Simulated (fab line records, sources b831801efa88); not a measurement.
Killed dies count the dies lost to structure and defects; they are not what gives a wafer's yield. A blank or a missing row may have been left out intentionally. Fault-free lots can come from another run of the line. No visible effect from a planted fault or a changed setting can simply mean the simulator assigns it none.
8D (eight disciplines) problem report, filled in by code -- flow sky130 -- the parts of the form that need people (team, actions taken, sign-off) are left out

1. THE ISSUE
Mean of spin speed rpm at SKY_VT_ADJUST_HVTR_COAT_02: 3169.3 rpm across 6 wafers in 2 lots; on wafers with no fault it is 3000.3 rpm (standard deviation 1.7). So: +99 or more standard deviations from the usual mean.
The step: resist thk 1140 nm.
First observed at day 12 04:14: wafer L719.2, on litho track-03. Wafers with a number at this step in the record: 36, from 12 lots. Rule for "out" (also "out of limits"): further than 4 standard deviations from the usual mean. The other wafers with a number count as sound.

2. WHAT IT IS, AND WHAT IT ISN'T
question,is,is not
which readings at this step,spin speed rpm,-
which lots,"L718, L719","L709, L710, L711, L714, L715, L726, L728, L729, L730, L732"
which wafers of those lots,all that have a number,-
read on which tools,litho track-03,"litho track-01, litho track-02"
when,from day 12 04:14,"up to then (15 sound wafers); but 15 sound wafers of L726, L728, L729, L730, L732 came after"

3. THE SUSPECTS, EACH WITH WHAT RULES IT OUT
Counting: a tool at any process step up to the reading remains a suspect when it ran all the lots that are out and ran no sound lot after the first of those.
- litho track-03 at SKY_VT_ADJUST_HVTR_COAT_02 (resist thk 1140 nm): kept. Every lot that is out went through it, starting with L719 (day 12 04:14), and after that it ran no sound lot; the last sound lot it ran before then is L715 (day 10 14:46). Its own spin speed rpm readings are out on those wafers.
After counting, what remains is litho track-03 at SKY_VT_ADJUST_HVTR_COAT_02.

4. THE CAUSE (what the simulator had put in)
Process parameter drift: litho track-03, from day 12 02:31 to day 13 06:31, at SKY_VT_ADJUST_HVTR_COAT_02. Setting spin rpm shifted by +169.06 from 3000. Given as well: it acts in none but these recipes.
This tool alone remained once counting was done.

5. SEQUENCE OF EFFECTS, ordered by route
Each row: a reading where the mean over the struck wafers with a number is more than 3 standard deviations away from the usual. Only readings for which the record gives a usual standard deviation are gone through. hours: the time from each lot's start at the first step in this table that gives one to its start at this step, as a median over the lots. sigmas: the change in usual standard deviations.
hours,step,reading,usual,on struck wafers,change,sigmas
0,SKY_VT_ADJUST_HVTR_COAT_02,spin speed rpm,3000.3 rpm,3169.3,+169.0,+99 or more
12,SKY_VT_ADJUST_HVTR_STRIP_10,strip time to endpoint s,14.18 s,13.83,-0.35,-7.4
It contains these process steps:
- SKY_VT_ADJUST_HVTR_COAT_02: resist thk 1140 nm.
- SKY_VT_ADJUST_HVTR_STRIP_10: strips in O2/N2.

6. HOW IT WOULD HAVE BEEN CAUGHT EARLIER
First out-of-limits reading in this record: day 12 04:14, which is 2 hours after fault onset at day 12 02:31.
